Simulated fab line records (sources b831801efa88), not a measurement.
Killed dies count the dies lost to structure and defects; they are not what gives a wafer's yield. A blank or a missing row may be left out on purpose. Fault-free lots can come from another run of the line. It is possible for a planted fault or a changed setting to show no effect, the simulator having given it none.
A single fault, viewed from 2 desks | flow gf180mcu | each desk has only its own numbers; what lay behind them comes last

## AT THE METROLOGY DESK
What the gauges read for every lot (on any tool): the sampled wafers with a number, averaged. If a lot's mean is further than 4 standard deviations from the usual mean, the lot is out of limits and carries the mark OUT (the distance appears in the brackets).
Columns: A = STI_CVD_23_THK at GF_STI_THK_MEAS_24, usual 648 nm; B = MVPSD_TW at GF_MVPSD_TW_MEAS_11, usual 549; C = VT_IMPLANT_3_TW at GF_VT_IMPLANT_TW_MEAS_32, usual 268.7
lot  | first seen here | A   | B   | C
L245 | day 2 04:50     | 640 | 555 | 269.8
L248 | day 2 20:08     | 649 | 543 | 268.5
L249 | day 3 01:31     | 645 | 538 | 270.4
L250 | day 3 06:59     | 644 | 559 | 269.1
L251 | day 3 13:49     | 640 | 557 | 271.1
L252 | day 3 16:20     | 644 | 559 | 266.9
L253 | day 3 20:41     | 653 | 539 | 269.6
L254 | day 4 00:22     | 643 | 558 | 270.7
L257 | day 4 15:47     | 652 | 540 | 244.4 (-12) OUT
L258 | day 4 20:58     | 655 | 541 | 266.4
L259 | day 5 04:13     | 647 | 558 | 271.0
L261 | day 5 13:51     | 656 | 541 | 243.9 (-12) OUT
L267 | day 6 20:49     | 638 | 542 | 265.6
Per this desk, out of limits: L257, L261; the first was L257, day 10 08:08 (VT_IMPLANT_3_TW at GF_VT_IMPLANT_TW_MEAS_32). In limits: L245, L248, L249, L250, L251, L252, L253, L254, L258, L259, L267.

## DESK OF THE TOOL OWNER: implanter-01
The tool's own readings at GF_VT_IMPLANT_IMPLANT_30, given as means over the sampled wafers that have a number, one for each lot that went through this tool. If a lot's mean is further than 4 standard deviations from the usual mean, the lot is out of limits and carries the mark OUT (the distance appears in the brackets).
Columns: A = dose_ions_cm2 at GF_VT_IMPLANT_IMPLANT_30, usual 2.5333e+12; B = faraday_current_uA at GF_VT_IMPLANT_IMPLANT_30, usual 14.27
lot  | first seen here | A                            | B
L245 | day 6 20:11     | 2.5319e+12                   | 14.19
L249 | day 8 00:59     | 2.5343e+12                   | 14.53
L253 | day 9 02:23     | 2.5331e+12                   | 14.72
L254 | day 9 08:54     | 2.5313e+12                   | 14.26
L257 | day 10 07:53    | 1.7935e+12 (-99 or more) OUT | 10.13 (-14) OUT
L261 | day 11 11:35    | 1.7897e+12 (-99 or more) OUT | 10.14 (-14) OUT
This desk finds L257, L261 out of limits, L257 being first, at day 10 07:53 (dose_ions_cm2 at GF_VT_IMPLANT_IMPLANT_30). In limits: L245, L249, L253, L254.

## ALL TOGETHER
On L257, L261, at day 10 07:53, an alarm was possible from the tool owner's desk.
The metrology desk could have raised an alarm at day 10 08:08, on L257, L261.
Every lot named ran GF_VT_IMPLANT_IMPLANT_30 on implanter-01.

## WHAT THE SIMULATOR HAD PUT IN
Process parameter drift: implanter-01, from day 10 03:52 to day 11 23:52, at GF_VT_IMPLANT_IMPLANT_30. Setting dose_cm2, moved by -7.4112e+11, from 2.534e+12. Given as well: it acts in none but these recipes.
Struck lots among those shown: L257, L261.
Time in hours from fault onset to the first out-of-limits reading at each desk: tool owner's desk 4, metrology desk 4.
